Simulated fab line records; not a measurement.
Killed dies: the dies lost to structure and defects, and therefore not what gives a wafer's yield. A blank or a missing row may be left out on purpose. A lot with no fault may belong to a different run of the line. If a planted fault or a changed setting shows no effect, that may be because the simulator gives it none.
Chamber matching	flow sky130	cmp-02 running SKY_VIA2_CMP_02: 3 sister chambers
The step polishes SiO2. 14 wafers are shown with their chamber, then 5 later ones without.

== WAFERS, EACH WITH ITS CHAMBER ==
wafer	chamber	motor-current-A (A)	slurry-flow-ml-min
L386.2	1	10.2	150.9
L386.3	2	12.5	150.1
L386.5	1	9.9	150.2
L389.3	1	10.2	150.4
L389.5	1	10.6	150.7
L389.6	2	13.1	150.0
L392.2	3	13.0	150.5
L392.3	1	10.1	149.6
L392.4	2	12.5	150.8
L393.3	3	13.5	149.6
L393.4	1	10.9	149.8
L393.5	3	13.8	149.9
L394.3	3	13.8	150.1
L394.4	2	12.6	148.7

SIGNATURES (averages over the wafers above)
reading	chamber 1	chamber 2	chamber 3	scatter within a chamber
motor-current-A	10.317	12.675	13.525	0.349
slurry-flow-ml-min	150.267	149.900	150.025	0.603
Rule: a wafer lies at a distance from a chamber equal to the root of the sum of squares, over the readings, of (its reading less the chamber's mean, divided by the reading's scatter). The wafer belongs to the nearest chamber; if the next one is less than 2 further off, it can't be placed. The scatter is the square root of a quotient: the sum, over the shown wafers, of each reading's squared deviation from its chamber's mean, divided by wafers minus chambers.

== WAFERS WHOSE CHAMBER IS MISSING ==
wafer	motor-current-A (A)	slurry-flow-ml-min
L394.5	12.6	149.8
L401.2	10.7	149.7
L401.4	12.8	149.9
L407.1	10.5	149.8
L407.4	12.5	150.1

== EACH ONE'S CHAMBER ==
wafer	from the rows above	in truth
L394.5	2	2
L401.2	1	1
L401.4	can't be placed: 2 or 3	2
L407.1	1	1
L407.4	2	2
4 of 5 placed correctly. These rows do not allow placing 1 (true chamber among the candidates in 1). Number placed wrongly: 0.
